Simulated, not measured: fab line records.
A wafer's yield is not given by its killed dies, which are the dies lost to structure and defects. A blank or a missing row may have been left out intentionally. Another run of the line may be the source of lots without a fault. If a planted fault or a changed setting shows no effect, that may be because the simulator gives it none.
fab line records	flow sky130
record lots=6	wafers=18	last-day=50
route steps=708 shown NWELL@82 PWDE@84 VT_ADJUST_HVTP@85 VT_ADJUST_LVTN@97 VT_ADJUST_NCORE@119 PAD_OPEN@708
lots with no fault: from the same line, run without faults
start-h: start of the lot's first displayed wafer, in hours after the record's first day	wait-h: hours from the lot's prior step to this one	" unchanged from the row above	L1.1+2: one row covering several wafers at once	- either no value or no given start	* or withheld: withheld	< > ~ a bound
route shown NAME@n: names a module that has steps shown in the file, with the first one's number in the route	usual: mean/standard deviation taken from wafers without a fault	same: alike in all rows	chamber/n: place in a boat	sites: each site's reading	_std_site: their standard deviation	_edge_site: mean of outer sites minus mean of inner sites	radius-mm: how far each site lies from the wafer's centre	mask NAME#n: copy n	behind: the last tool/chamber to shape the wafer	hold: cause of the lot's hold/its duration in hours/its outcome	device: transistor that didn't switch, given as n, p or np	end of line: the tests these same wafers got at the end of their route	a step given without rows: its recipe and nothing more	killed: at the first sort, the dies lost to defects and structure; wafer yield is something else	map: a wafer's dies, marking killed ones x, the rest . and places with no die _
set.NAME: the setting that was run; set.NAME@STEP: the one run at that earlier step	model.NAME: the simulator's own value behind a step, which no gauge read
lots at some steps of the route; a table a step, a row a wafer
services: the hour from which a tool's chamber was out of use, counted from the record's first day as start-h (under 0 if before that day), plus the number of hours and why
## steps
# step SKY_NWELL_RS_MEAS_29
# recipe thk-meas-gauge=four-point-probe
# usual NWELL_RS=625.3/1.7
lot.wafer	tool	chamber	start-h	wait-h	NWELL_RS[ohm/sq]
L173.3	film-metro-01	-	107.37	0.1	626.6
L173.4	"	-	"	"	624.4
L173.6	"	-	"	"	625.0
L176.2	film-metro-04	-	127.84	0.1	626.8
L176.4	"	-	"	"	626.7
L176.6	"	-	"	"	625.9
L182.1	film-metro-03	-	161.58	0.1	626.2
L182.4	"	-	"	"	626.2
L182.5	"	-	"	"	624.6
L183.2	film-metro-01	-	166.47	0.1	625.6
L183.3	"	-	"	"	625.5
L183.4	"	-	"	"	625.7
L186.4	film-metro-03	-	183.47	0.1	624.2
L186.5	"	-	"	"	623.5
L186.6	"	-	"	"	623.0
L195.2	film-metro-03	-	245.35	0.1	625.3
L195.4	"	-	"	"	623.0
L195.5	"	-	"	"	623.2
# step SKY_NWELL_RS_MEAS_31
# recipe thk-meas-gauge=four-point-probe
# usual PWDE_RS=5283/21
lot.wafer	tool	chamber	start-h	wait-h	PWDE_RS[ohm/sq]
L173.3	film-metro-01	-	107.61	0.1	5287
L173.4	"	-	"	"	5268
L173.6	"	-	"	"	5278
L176.2	film-metro-04	-	128.08	0.1	5278
L176.4	"	-	"	"	5277
L176.6	"	-	"	"	5278
L182.1	film-metro-03	-	161.82	0.1	5294
L182.4	"	-	"	"	5303
L182.5	"	-	"	"	5342
L183.2	film-metro-01	-	166.71	0.1	5288
L183.3	"	-	"	"	5283
L183.4	"	-	"	"	5277
L186.4	film-metro-03	-	183.71	0.1	5296
L186.5	"	-	"	"	5309
L186.6	"	-	"	"	5316
L195.2	film-metro-03	-	245.59	0.1	5290
L195.4	"	-	"	"	5281
L195.5	"	-	"	"	5285
# step SKY_VT_ADJUST_HVTP_DEHYDRATE_00
# recipe temp-c=200	time-s=60
# step SKY_VT_ADJUST_HVTP_HMDS_01
# recipe prime-time-s=60	prime-temp-c=120
# step SKY_VT_ADJUST_HVTP_COAT_02
# recipe resist=NOVOLAK	spin-rpm=3000	resist-thk-nm=1147
# step SKY_VT_ADJUST_HVTP_SOFTBAKE_03
# recipe temp-c=90	time-s=60	resist=NOVOLAK
# step SKY_VT_ADJUST_HVTP_EXPOSE_04
# recipe mask-id=HVTPM	na=0.6	source-shape=conventional	sigma-outer=0.6	polarization=unpolarized	target-cd-nm=380	dose-mj=140
# step SKY_VT_ADJUST_HVTP_PEB_05
# recipe temp-c=withheld	time-s=*	resist=NOVOLAK
# step SKY_VT_ADJUST_HVTP_DEVELOP_06
# recipe resist=NOVOLAK	developer=TMAH	develop-time-s=60	dev-temp-c=23
# step SKY_VT_ADJUST_HVTP_CD_MEAS_07
# recipe target-cd-nm=380
# usual cd-nm=379.7/2.5
lot.wafer	tool	chamber	start-h	wait-h	cd-nm
L173.3	cd-sem-01	-	124.91	0.1	375.8
L173.4	"	-	"	"	375.6
L173.6	"	-	"	"	378.2
L176.2	cd-sem-02	-	144.96	0.1	380.0
L176.4	"	-	"	"	378.0
L176.6	"	-	"	"	377.8
L182.1	cd-sem-01	-	182.29	0.1	381.7
L182.4	"	-	"	"	378.4
L182.5	"	-	"	"	381.0
L183.2	cd-sem-02	-	187.66	0.1	379.5
L183.3	"	-	"	"	378.8
L183.4	"	-	"	"	375.3
L186.4	cd-sem-01	-	204.74	0.1	379.8
L186.5	"	-	"	"	379.2
L186.6	"	-	"	"	380.9
L195.2	cd-sem-02	-	269.34	0.1	379.0
L195.4	"	-	"	"	381.1
L195.5	"	-	"	"	381.7
# step SKY_VT_ADJUST_HVTP_OVL_MEAS_08
# usual VT_ADJUST_HVTP_OVL=-0.1/1.3
lot.wafer	tool	chamber	start-h	wait-h	VT_ADJUST_HVTP_OVL[nm]
L173.3	overlay-01	-	125.01	0.1	1.5
L173.4	"	-	"	"	-1.6
L173.6	"	-	"	"	-0.8
L176.2	overlay-02	-	145.06	0.1	0.0
L176.4	"	-	"	"	1.5
L176.6	"	-	"	"	-0.5
L182.1	overlay-01	-	182.41	0.1	-1.8
L182.4	"	-	"	"	0.0
L182.5	"	-	"	"	4.1
L183.2	overlay-01	-	187.76	0.1	-1.8
L183.3	"	-	"	"	-2.6
L183.4	"	-	"	"	0.2
L186.4	overlay-02	-	204.82	0.1	-1.6
L186.5	"	-	"	"	0.9
L186.6	"	-	"	"	-0.5
L195.2	overlay-02	-	269.45	0.1	-0.3
L195.4	"	-	"	"	-0.4
L195.5	"	-	"	"	-0.4
# step SKY_VT_ADJUST_HVTP_IMPLANT_09
# recipe species=As	energy-kev=150	dose-cm2=4.3e+12	tilt-deg=withheld
lot.wafer	tool	chamber	start-h	wait-h
L173.3+4+6	implanter-03	0	125.08	0.1
L176.2+4+6	implanter-01	0	145.12	0.0
L182.1+4+5	implanter-01	0	182.44	0.0
L183.2+3+4	implanter-01	0	187.82	0.0
L186.4+5+6	implanter-01	0	204.92	0.1
L195.2+4+5	implanter-01	0	269.51	0.0
# step SKY_VT_ADJUST_HVTP_STRIP_10
# recipe chemistry=O2/N2	power-w=1400	pressure-mtorr=1500	platen-temp-c=withheld	o2-flow-sccm=3000	n2-flow-sccm=300	overash-fraction=0.5
# usual drypump-motor-current-A=5.5/0.35	oes-product-au=0.716/0.0045	strip-time-to-endpoint-s=14.286/0.029
lot.wafer	tool	chamber	start-h	wait-h	drypump-motor-current-A	oes-product-au	rf-hours-counter-h	strip-time-to-endpoint-s
L173.3	plasma-asher-04	0	125.21	0.1	5.5	0.714	-	14.326
L173.4	"	1	"	"	5.3	0.710	-	14.301
L173.6	"	0	"	"	5.5	0.717	-	14.312
L176.2	plasma-asher-03	0	145.24	0.1	5.9	0.717	33	14.329
L176.4	"	1	"	"	5.7	0.724	-	14.336
L176.6	"	1	"	"	5.7	0.706	-	14.319
L182.1	plasma-asher-03	1	182.59	0.1	5.8	0.713	37	14.308
L182.4	"	1	"	"	5.8	0.718	-	14.288
L182.5	"	1	"	"	5.8	0.724	-	14.283
L183.2	plasma-asher-03	1	187.94	0.1	5.7	0.723	37	14.290
L183.3	"	0	"	"	5.9	0.725	-	14.314
L183.4	"	1	"	"	5.8	0.720	-	14.296
L186.4	plasma-asher-03	1	205.02	0.1	5.8	0.715	-	14.311
L186.5	"	0	"	"	5.8	0.716	-	14.255
L186.6	"	1	"	"	5.8	0.713	-	14.262
L195.2	plasma-asher-01	1	269.63	0.1	4.9	0.716	57	14.263
L195.4	"	1	"	"	4.9	0.720	-	14.252
L195.5	"	1	"	"	4.9	0.715	-	14.259
# step SKY_VT_ADJUST_HVTP_TW_MEAS_11
# usual VT_ADJUST_HVTP_TW=1349/19
lot.wafer	tool	chamber	start-h	wait-h	VT_ADJUST_HVTP_TW
L173.3	film-metro-03	-	125.30	0.1	1328
L173.4	"	-	"	"	1331
L173.6	"	-	"	"	1325
L176.2	film-metro-04	-	145.35	0.1	1338
L176.4	"	-	"	"	1342
L176.6	"	-	"	"	1343
L182.1	film-metro-04	-	182.69	0.1	1344
L182.4	"	-	"	"	1336
L182.5	"	-	"	"	1333
L183.2	film-metro-02	-	188.05	0.1	1370
L183.3	"	-	"	"	1364
L183.4	"	-	"	"	1368
L186.4	film-metro-03	-	205.12	0.1	1313
L186.5	"	-	"	"	1315
L186.6	"	-	"	"	1323
L195.2	film-metro-03	-	269.74	0.1	1347
L195.4	"	-	"	"	1341
L195.5	"	-	"	"	1342
# step SKY_VT_ADJUST_LVTN_DEHYDRATE_00
# recipe temp-c=200	time-s=60
# step SKY_VT_ADJUST_LVTN_HMDS_01
# recipe prime-time-s=60	prime-temp-c=120
# step SKY_VT_ADJUST_LVTN_COAT_02
# recipe spin-rpm=2000	resist-thk-nm=3000
# step SKY_VT_ADJUST_LVTN_SOFTBAKE_03
# recipe temp-c=110	time-s=withheld
# step SKY_VT_ADJUST_LVTN_EXPOSE_04
# recipe mask-id=NWM_COMPLEMENT_LESS_NATIVE	na=0.6	source-shape=conventional	sigma-outer=0.6	polarization=unpolarized	target-cd-nm=840	dose-mj=194
# step SKY_VT_ADJUST_LVTN_PEB_05
# recipe temp-c=115	time-s=withheld
# step SKY_VT_ADJUST_LVTN_DEVELOP_06
# recipe wall-angle-deg=90	developer=TMAH	develop-time-s=62.75	dev-temp-c=23
# step SKY_VT_ADJUST_LVTN_OVL_MEAS_07
# usual VT_ADJUST_LVTN_OVL=-0.1/1.2
lot.wafer	tool	chamber	start-h	wait-h	VT_ADJUST_LVTN_OVL[nm]
L173.3	overlay-01	-	142.70	-	2.1
L173.4	"	-	"	"	1.1
L173.6	"	-	"	"	-0.2
L176.2	overlay-02	-	164.32	-	-0.2
L176.4	"	-	"	"	-0.3
L176.6	"	-	"	"	-1.8
L182.1	overlay-01	-	203.62	-	1.9
L182.4	"	-	"	"	0.9
L182.5	"	-	"	"	0.9
L183.2	overlay-01	-	209.04	-	-0.3
L183.3	"	-	"	"	0.6
L183.4	"	-	"	"	1.1
L186.4	overlay-01	-	227.69	-	0.3
L186.5	"	-	"	"	-0.3
L186.6	"	-	"	"	0.5
L195.2	overlay-02	-	294.22	-	-1.9
L195.4	"	-	"	"	-0.5
L195.5	"	-	"	"	-1.3
# step SKY_VT_ADJUST_LVTN_IMPLANT_08
# recipe species=B	energy-kev=30	dose-cm2=1.57e+12	tilt-deg=withheld
# step SKY_VT_ADJUST_LVTN_STRIP_09
# recipe chemistry=O2/N2	power-w=1400	pressure-mtorr=1500	platen-temp-c=withheld	o2-flow-sccm=3000	n2-flow-sccm=300	overash-fraction=0.5
# usual drypump-motor-current-A=5.6/0.38	oes-product-au=0.723/0.0044	strip-time-to-endpoint-s=36.97/0.12
lot.wafer	tool	chamber	start-h	wait-h	drypump-motor-current-A	oes-product-au	rf-hours-counter-h	strip-time-to-endpoint-s
L173.3	plasma-asher-02	1	142.90	0.1	6.0	0.731	-	36.84
L173.4	"	0	"	"	6.0	0.719	-	36.90
L173.6	"	1	"	"	6.0	0.720	-	36.93
L176.2	plasma-asher-02	0	164.50	0.1	6.0	0.722	4	36.81
L176.4	"	1	"	"	6.0	0.722	-	36.83
L176.6	"	0	"	"	6.0	0.720	-	36.81
L182.1	plasma-asher-04	1	203.81	0.1	5.3	0.723	53	37.24
L182.4	"	1	"	"	5.3	0.729	-	37.21
L182.5	"	0	"	"	5.5	0.723	-	37.16
L183.2	plasma-asher-02	0	209.22	0.1	6.0	0.725	9	36.98
L183.3	"	1	"	"	6.0	0.719	-	37.07
L183.4	"	0	"	"	6.0	0.723	-	37.10
L186.4	plasma-asher-04	0	227.89	0.1	5.5	0.723	-	36.89
L186.5	"	0	"	"	5.5	0.729	-	36.95
L186.6	"	1	"	"	5.3	0.720	-	36.97
L195.2	plasma-asher-04	1	294.40	0.1	5.3	0.721	61	37.01
L195.4	"	1	"	"	5.3	0.722	-	36.95
L195.5	"	1	"	"	5.3	0.718	-	36.89
# step SKY_VT_ADJUST_LVTN_TW_MEAS_10
# usual VT_ADJUST_LVTN_TW=243.1/3
lot.wafer	tool	chamber	start-h	wait-h	VT_ADJUST_LVTN_TW
L173.3	film-metro-01	-	142.99	0.1	242.6
L173.4	"	-	"	"	242.8
L173.6	"	-	"	"	242.0
L176.2	film-metro-02	-	164.61	0.1	246.2
L176.4	"	-	"	"	246.7
L176.6	"	-	"	"	245.5
L182.1	film-metro-01	-	203.91	0.1	244.0
L182.4	"	-	"	"	245.1
L182.5	"	-	"	"	243.5
L183.2	film-metro-02	-	209.33	0.1	245.1
L183.3	"	-	"	"	245.3
L183.4	"	-	"	"	245.7
L186.4	film-metro-04	-	227.98	0.1	239.3
L186.5	"	-	"	"	237.4
L186.6	"	-	"	"	239.1
L195.2	film-metro-01	-	294.51	0.1	245.8
L195.4	"	-	"	"	244.0
L195.5	"	-	"	"	244.7
# step SKY_VT_ADJUST_LVTN_DEHYDRATE_11
# recipe temp-c=200	time-s=60
# step SKY_VT_ADJUST_LVTN_HMDS_12
# recipe prime-time-s=60	prime-temp-c=120
# step SKY_VT_ADJUST_LVTN_COAT_13
# recipe resist=NOVOLAK	spin-rpm=3000	resist-thk-nm=1140
# step SKY_VT_ADJUST_LVTN_SOFTBAKE_14
# recipe temp-c=90	time-s=60	resist=NOVOLAK
# step SKY_VT_ADJUST_LVTN_EXPOSE_15
# recipe mask-id=HVN_STD_DERIVED	na=0.6	source-shape=conventional	sigma-outer=0.6	polarization=unpolarized	target-cd-nm=600	dose-mj=163
# step SKY_VT_ADJUST_LVTN_PEB_16
# recipe temp-c=withheld	time-s=*	resist=NOVOLAK
# step SKY_VT_ADJUST_LVTN_DEVELOP_17
# recipe resist=NOVOLAK	developer=TMAH	develop-time-s=60	dev-temp-c=23
# step SKY_VT_ADJUST_LVTN_OVL_MEAS_18
# usual VT_ADJUST_LVTN_01_OVL=-0.2/1.6
lot.wafer	tool	chamber	start-h	wait-h	VT_ADJUST_LVTN_01_OVL[nm]
L173.3	overlay-02	-	160.69	0.1	-2.4
L173.4	"	-	"	"	-2.6
L173.6	"	-	"	"	-2.3
L176.2	overlay-01	-	184.74	0.1	1.1
L176.4	"	-	"	"	-0.7
L176.6	"	-	"	"	-4.3
L182.1	overlay-01	-	226.13	0.1	-1.2
L182.4	"	-	"	"	-3.1
L182.5	"	-	"	"	-2.7
L183.2	overlay-02	-	232.13	0.1	0.4
L183.3	"	-	"	"	-1.3
L183.4	"	-	"	"	-2.2
L186.4	overlay-02	-	251.59	0.1	-1.2
L186.5	"	-	"	"	-0.6
L186.6	"	-	"	"	0.2
L195.2	overlay-01	-	319.02	0.1	2.2
L195.4	"	-	"	"	1.5
L195.5	"	-	"	"	0.2
# step SKY_VT_ADJUST_LVTN_IMPLANT_19
# recipe species=B	energy-kev=30	dose-cm2=6.5e+11	tilt-deg=withheld
# step SKY_VT_ADJUST_LVTN_STRIP_20
# recipe chemistry=O2/N2	power-w=1400	pressure-mtorr=1500	platen-temp-c=withheld	o2-flow-sccm=3000	n2-flow-sccm=300	overash-fraction=0.5
# usual drypump-motor-current-A=5.6/0.37	oes-product-au=0.716/0.004	strip-time-to-endpoint-s=14.19/0.042
lot.wafer	tool	chamber	start-h	wait-h	drypump-motor-current-A	oes-product-au	rf-hours-counter-h	strip-time-to-endpoint-s
L173.3	plasma-asher-02	0	160.89	0.1	6.0	0.713	-	14.12
L173.4	"	1	"	"	6.0	0.710	-	14.18
L173.6	"	0	"	"	6.0	0.718	-	14.14
L176.2	plasma-asher-04	0	184.92	0.1	5.5	0.715	51	14.17
L176.4	"	1	"	"	5.3	0.711	-	14.19
L176.6	"	1	"	"	5.3	0.725	-	14.15
L182.1	plasma-asher-04	0	226.32	0.1	5.5	0.719	55	14.18
L182.4	"	0	"	"	5.5	0.713	-	14.20
L182.5	"	0	"	"	5.5	0.720	-	14.17
L183.2	plasma-asher-02	1	232.31	0.1	6.0	0.716	11	14.20
L183.3	"	0	"	"	6.0	0.716	-	14.21
L183.4	"	1	"	"	6.0	0.719	-	14.15
L186.4	plasma-asher-01	1	251.79	0.1	4.9	0.717	-	14.14
L186.5	"	1	"	"	4.8	0.713	-	14.22
L186.6	"	0	"	"	5.6	0.714	-	14.21
L195.2	plasma-asher-01	1	319.29	0.1	4.9	0.721	62	14.14
L195.4	"	1	"	"	4.9	0.718	-	14.15
L195.5	"	1	"	"	4.8	0.723	-	14.13
# step SKY_VT_ADJUST_LVTN_TW_MEAS_21
# usual VT_ADJUST_LVTN_2_TW=188.5/2.3
lot.wafer	tool	chamber	start-h	wait-h	VT_ADJUST_LVTN_2_TW
L173.3	film-metro-01	-	160.98	0.1	188.9
L173.4	"	-	"	"	189.1
L173.6	"	-	"	"	188.0
L176.2	film-metro-01	-	185.03	0.1	190.1
L176.4	"	-	"	"	190.5
L176.6	"	-	"	"	190.4
L182.1	film-metro-01	-	226.42	0.1	189.5
L182.4	"	-	"	"	190.1
L182.5	"	-	"	"	189.8
L183.2	film-metro-04	-	232.42	0.1	186.5
L183.3	"	-	"	"	186.3
L183.4	"	-	"	"	185.7
L186.4	film-metro-04	-	251.89	0.1	184.6
L186.5	"	-	"	"	185.4
L186.6	"	-	"	"	184.4
L195.2	film-metro-04	-	319.40	0.1	186.2
L195.4	"	-	"	"	186.3
L195.5	"	-	"	"	185.8
# step SKY_VT_ADJUST_NCORE_DEHYDRATE_00
# recipe temp-c=200	time-s=60
# step SKY_VT_ADJUST_NCORE_HMDS_01
# recipe prime-time-s=60	prime-temp-c=120
# step SKY_VT_ADJUST_NCORE_COAT_02
# recipe resist=NOVOLAK	spin-rpm=3000	resist-thk-nm=1140
# step SKY_VT_ADJUST_NCORE_SOFTBAKE_03
# recipe temp-c=90	time-s=60	resist=NOVOLAK
# step SKY_VT_ADJUST_NCORE_EXPOSE_04
# recipe mask-id=LVTN_COMPLEMENT_THIN	na=0.6	source-shape=conventional	sigma-outer=0.6	polarization=unpolarized	target-cd-nm=380	dose-mj=139
# step SKY_PAD_OPEN_PROBE_99
# usual killed_at_M0_to_M3=43/6.2	killed_at_M4_up=2.8/1.7	killed-at-contacts=24/4.8	killed-at-front-end=15/4.3	killed-at-other=0.3/0.55	killed-dies=85/8.4	killed-open=46/6.7	killed-short=38/6.2
# same gross-dies=492	killed-at-back-side=0
lot.wafer	tool	chamber	start-h	wait-h	killed_at_M0_to_M3	killed_at_M4_up	killed-at-contacts	killed-at-front-end	killed-at-other	killed-dies	killed-open	killed-short	model.etest.tip-p.rs-ohm-sq-range	model.etest.pfet_01v8.drive-ua-um-range	model.etest.pfet_01v8.vt-v-range
L173.3	prober-02	-	1071.33	0.2	33	3	21	10	0	67	35	32	213.1	6.007	0.006478
L173.4	prober-02	-	1071.38	0.2	50	1	25	14	0	90	45	45	321	9.248	0.01324
L173.6	prober-02	-	1071.48	0.2	44	5	22	16	0	87	52	34	96.88	6.302	0.008831
L176.2	prober-01	-	1097.38	0.1	41	2	28	8	0	79	42	36	245.3	7.067	0.008545
L176.4	prober-01	-	1097.48	0.2	50	2	16	16	2	86	51	35	190.1	4.559	0.009119
L176.6	prober-01	-	1097.58	0.2	40	7	35	15	1	98	44	54	247.5	4.951	0.007171
L182.1	prober-01	-	1131.60	0.1	43	1	29	12	0	85	50	35	187	10.01	0.01481
L182.4	prober-01	-	1131.75	0.2	43	4	19	17	0	83	41	41	213.1	8.818	0.01689
L182.5	prober-01	-	1131.80	0.2	47	3	20	9	0	79	39	40	117.3	6.968	0.01555
L183.2	prober-02	-	1141.01	0.1	38	3	28	12	1	82	43	39	808.4	28.84	0.1044
L183.3	prober-02	-	1141.06	0.2	45	1	25	18	0	89	55	34	669.1	27.8	0.107
L183.4	prober-02	-	1141.11	0.2	41	2	26	20	0	89	51	38	784.8	28.07	0.1033
L186.4	prober-01	-	1147.34	0.2	49	5	24	10	0	88	48	40	788	27.32	0.1011
L186.5	prober-01	-	1147.39	0.2	33	2	22	11	0	68	33	35	728.1	30.9	0.09486
L186.6	prober-01	-	1147.44	0.2	46	2	28	19	0	95	49	46	628.5	27.62	0.1041
L195.2	prober-01	-	1197.98	0.1	42	2	30	9	1	84	48	36	117.5	6.135	0.01681
L195.4	prober-01	-	1198.08	0.2	45	1	20	9	0	75	45	30	240.8	8.943	0.00824
L195.5	prober-01	-	1198.13	0.2	36	2	28	21	0	87	51	36	206.2	9.853	0.0124
# killed by level:class
L173.3 CONTACT:geometric-particle:open=11 VIA2:geometric-particle:open=7 FIELD_ISO:geometric-particle:short=6 METAL1:geometric-particle:short=5 VIA3:geometric-particle:open=5 LI_CONTACT:geometric-particle:short=4 CONTACT:geometric-particle:short=4 VIA1:geometric-particle:open=4
L173.4 VIA1:geometric-particle:open=15 VIA1:geometric-particle:short=10 METAL1:geometric-particle:short=8 CONTACT:geometric-particle:open=7 LI_CONTACT:geometric-particle:open=6 CONTACT:geometric-particle:short=6 FIELD_ISO:geometric-particle:short=5 VIA3:geometric-particle:open=5
L173.6 VIA1:geometric-particle:open=15 VIA3:geometric-particle:open=12 CONTACT:geometric-particle:open=9 CONTACT:geometric-particle:short=6 FIELD_ISO:geometric-particle:open=5 FIELD_ISO:geometric-particle:short=5 METAL2:geometric-particle:short=5 METAL4:geometric-particle:short=4
L176.2 CONTACT:geometric-particle:open=9 LOCAL_INTERCONNECT:geometric-particle:short=8 VIA3:geometric-particle:open=8 METAL2:geometric-particle:short=7 VIA1:geometric-particle:open=7 VIA2:geometric-particle:open=6 CONTACT:geometric-particle:short=5 LI_CONTACT:geometric-particle:open=4
L176.4 VIA1:geometric-particle:open=14 VIA3:geometric-particle:open=8 METAL2:geometric-particle:short=6 VIA2:geometric-particle:open=6 FIELD_ISO:geometric-particle:short=5 POLY_GATE:geometric-particle:open=4 LI_CONTACT:geometric-particle:open=4 CONTACT:geometric-particle:open=4
L176.6 LI_CONTACT:geometric-particle:open=10 METAL1:geometric-particle:short=8 VIA3:geometric-particle:open=8 CONTACT:geometric-particle:open=7 LI_CONTACT:geometric-particle:short=7 VIA1:geometric-particle:open=7 LOCAL_INTERCONNECT:geometric-particle:short=6 METAL2:geometric-particle:short=6
L182.1 CONTACT:geometric-particle:open=13 VIA1:geometric-particle:open=9 VIA2:geometric-particle:open=8 LI_CONTACT:geometric-particle:open=7 VIA1:geometric-particle:short=5 METAL1:geometric-particle:short=5 METAL2:geometric-particle:short=5 VIA3:geometric-particle:open=5
L182.4 VIA1:geometric-particle:open=11 VIA1:geometric-particle:short=7 POLY_GATE:geometric-particle:open=5 METAL1:geometric-particle:short=5 VIA2:geometric-particle:open=5 FIELD_ISO:geometric-particle:open=4 FIELD_ISO:geometric-particle:short=4 CONTACT:geometric-particle:open=4
L182.5 VIA3:geometric-particle:open=9 CONTACT:geometric-particle:open=8 VIA1:geometric-particle:open=8 CONTACT:geometric-particle:short=6 VIA1:geometric-particle:short=5 VIA2:geometric-particle:open=5 METAL3:geometric-particle:short=5 VIA3:geometric-particle:short=5
L183.2 CONTACT:geometric-particle:open=12 VIA1:geometric-particle:open=12 LOCAL_INTERCONNECT:geometric-particle:short=6 CONTACT:geometric-particle:short=6 FIELD_ISO:geometric-particle:short=5 METAL2:geometric-particle:short=5 VIA2:geometric-particle:open=5 METAL1:geometric-particle:short=4
L183.3 VIA1:geometric-particle:open=12 VIA3:geometric-particle:open=9 LI_CONTACT:geometric-particle:open=8 CONTACT:geometric-particle:open=8 VIA2:geometric-particle:open=6 METAL1:geometric-particle:short=5 FIELD_ISO:geometric-particle:short=4 SPACER:geometric-particle:open=4
L183.4 VIA1:geometric-particle:open=13 LI_CONTACT:geometric-particle:open=9 CONTACT:geometric-particle:open=8 POLY_GATE:geometric-particle:short=7 METAL1:geometric-particle:short=6 FIELD_ISO:geometric-particle:open=5 CONTACT:geometric-particle:short=5 VIA2:geometric-particle:open=4
L186.4 VIA1:geometric-particle:open=11 METAL2:geometric-particle:short=8 CONTACT:geometric-particle:open=8 CONTACT:geometric-particle:short=6 VIA1:geometric-particle:short=6 VIA2:geometric-particle:open=6 VIA3:geometric-particle:open=6 LI_CONTACT:geometric-particle:open=4
L186.5 METAL2:geometric-particle:short=11 LI_CONTACT:geometric-particle:open=8 POLY_GATE:geometric-particle:open=5 CONTACT:geometric-particle:open=5 VIA1:geometric-particle:open=5 VIA3:geometric-particle:open=5 LI_CONTACT:geometric-particle:short=4 VIA1:geometric-particle:short=4
L186.6 METAL2:geometric-particle:short=11 CONTACT:geometric-particle:open=11 LI_CONTACT:geometric-particle:open=6 VIA2:geometric-particle:open=6 METAL2:geometric-particle:open=5 FIELD_ISO:geometric-particle:open=4 POLY_GATE:geometric-particle:short=4 LI_CONTACT:geometric-particle:short=4
L195.2 CONTACT:geometric-particle:open=12 VIA3:geometric-particle:open=10 VIA1:geometric-particle:open=8 LI_CONTACT:geometric-particle:open=8 VIA1:geometric-particle:short=6 METAL1:geometric-particle:short=5 LI_CONTACT:geometric-particle:short=4 CONTACT:geometric-particle:short=4
L195.4 VIA1:geometric-particle:open=8 VIA2:geometric-particle:open=8 LI_CONTACT:geometric-particle:open=7 VIA3:geometric-particle:open=7 METAL2:geometric-particle:short=6 FIELD_ISO:geometric-particle:short=5 CONTACT:geometric-particle:open=5 METAL1:geometric-particle:short=4
L195.5 CONTACT:geometric-particle:open=12 VIA1:geometric-particle:open=9 LI_CONTACT:geometric-particle:open=7 VIA3:geometric-particle:open=7 SPACER:geometric-particle:short=6 METAL1:geometric-particle:short=6 LI_CONTACT:geometric-particle:short=5 FIELD_ISO:geometric-particle:open=4
## services
tool	chamber	start-h	hours	kind
plasma-asher-02	-	108.82	9.0	pm
plasma-asher-02	0	108.82	9.0	vent-cycle
plasma-asher-02	1	108.82	9.0	vent-cycle
plasma-asher-02	0	117.82	-	clean
plasma-asher-02	1	117.82	-	clean
plasma-asher-04	-	180.69	1.7	repair
implanter-01	-	184.25	1.6	repair
implanter-03	-	188.34	3.6	pm
plasma-asher-01	-	199.77	3.3	repair
plasma-asher-03	-	201.46	2.2	repair
implanter-01	-	213.52	5.8	pm
plasma-asher-02	-	253.87	2.8	pm
plasma-asher-04	-	256.23	1.2	repair
plasma-asher-04	-	276.41	7.3	repair
## key
first-sign none at tools or gauges
model-effect step=SKY_PAD_OPEN_PROBE_99	value=etest.tip-p.rs-ohm-sq-range	without=187	struck=734.5
met-at SKY_VT_ADJUST_HVTP_IMPLANT_09
struck-wafers L183.2,L183.3,L183.4,L186.4,L186.5,L186.6
tester-left-out L183,L186
onset-between 182.44 187.82
also-fits SKY_VT_ADJUST_HVTP_STRIP_10:plasma-asher-03
fault kind=process-parameter-drift	tool=implanter-01	chamber=-	onset-h=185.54	steps=SKY_VT_ADJUST_HVTP_IMPLANT_09	channel=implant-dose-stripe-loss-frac	offset=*	shape=step	end-h=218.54
# tester-left-out: of these lots the tester's yield and bins aren't shown, on N5 and GAA mostly nor the transistor test; their killed dies are dies lost to structure and defects alone, not to doping, threshold or leakage, so they don't give the yield
